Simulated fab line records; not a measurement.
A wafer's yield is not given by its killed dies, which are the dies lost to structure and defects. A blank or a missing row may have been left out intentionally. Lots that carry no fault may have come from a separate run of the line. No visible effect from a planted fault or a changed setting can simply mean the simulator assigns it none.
Struck lot and sound lot, side by side + flow sky130 + 15 out of 708 route steps
Sound: wafers L776.1, L776.3, L776.4. Wafers struck: L777.1, L777.2, L777.6. The cause is named last.
For every step that has rows: the tool of each side, followed by ch and its chambers, followed by its first start. Under that, the readings that differ: sound wafers + struck wafers + difference of the means + sigmas: that difference in standard deviations of wafers without a fault.
alike: words and numbers the same on both sides, and readings whose means are apart by under 2 such deviations; not compared: readings that were withheld, readings missing a value for some wafer, numbers with overlapping values and no deviation given by the record, and bounds like >300 which may hide the same value.
A row with sigmas, a row that says differs or no value, or rows on one side alone: a step with any of these is where the two part. Numbers that have no deviation but don't overlap get no sigmas and don't part them. A reading missing from all wafers of one side parts the sides only when that side holds two or more wafers.

first, 4 steps without rows for these wafers: SKY_PASSIVATION_SOFTBAKE_07; SKY_PASSIVATION_EXPOSE_08 (exposes mask NSM, target cd 3000 nm); SKY_PASSIVATION_PEB_09; SKY_PASSIVATION_DEVELOP_10 (develop time 60 s).
SKY_PASSIVATION_ETCH_11: etches the open film in CF4/O2, stops on AlCu, target depth 725 nm, time 161.1 s.
  sound on rie diel-01 ch 0,1,2, day 46 05:58; struck on rie diel-02 ch 1,3, day 46 11:04
  alike: drypump motor current A, oes product au, throttle valve pct
  not compared: rf hours counter h
SKY_PASSIVATION_STRIP_12: strips in O2/N2.
  sound on plasma asher-01 ch 0,1, day 46 06:04; struck on plasma asher-02 ch 0,1, day 46 11:10
  alike: drypump motor current A, oes product au, strip time to endpoint s
  not compared: rf hours counter h
then, 6 steps without rows for these wafers: SKY_PAD_OPEN_DEHYDRATE_00 (time 60 s); SKY_PAD_OPEN_HMDS_01 (prime time 60 s); SKY_PAD_OPEN_COAT_02 (resist thk 3000 nm); SKY_PAD_OPEN_SOFTBAKE_03; SKY_PAD_OPEN_EXPOSE_04 (exposes mask PDM, target cd 60000 nm); SKY_PAD_OPEN_PEB_05.
SKY_PAD_OPEN_DEVELOP_06: develop time 60 s.
  sound on litho track-02 ch 0, day 47 01:00; struck on litho track-03 ch 0, day 47 06:00
| reading              | sound             | struck            | difference | sigmas |
|----------------------|-------------------|-------------------|------------|--------|
| developer temp C (C) | 23.11 23.11 23.13 | 23.99 23.96 24.01 | +0.87      | +9     |
SKY_PAD_OPEN_ETCH_07: etches the open film in CF4/O2, stops on AlCu, target depth 725 nm, time 161.1 s.
  sound on rie diel-01 ch 0,3, day 47 02:04; struck on rie diel-02 ch 1,3, day 47 06:30
  alike: drypump motor current A, oes product au, throttle valve pct
  not compared: rf hours counter h
SKY_PAD_OPEN_PROBE_99:
  record: rows for the struck wafers here (prober-02, day 47 08:52), none for the sound ones

WHERE THEY PART
First at SKY_PAD_OPEN_DEVELOP_06; last, within this record, at SKY_PAD_OPEN_PROBE_99.

WHY: what had been put in by the simulator
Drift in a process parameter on litho track-03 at SKY_PAD_OPEN_DEVELOP_06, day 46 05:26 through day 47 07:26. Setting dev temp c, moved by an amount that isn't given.
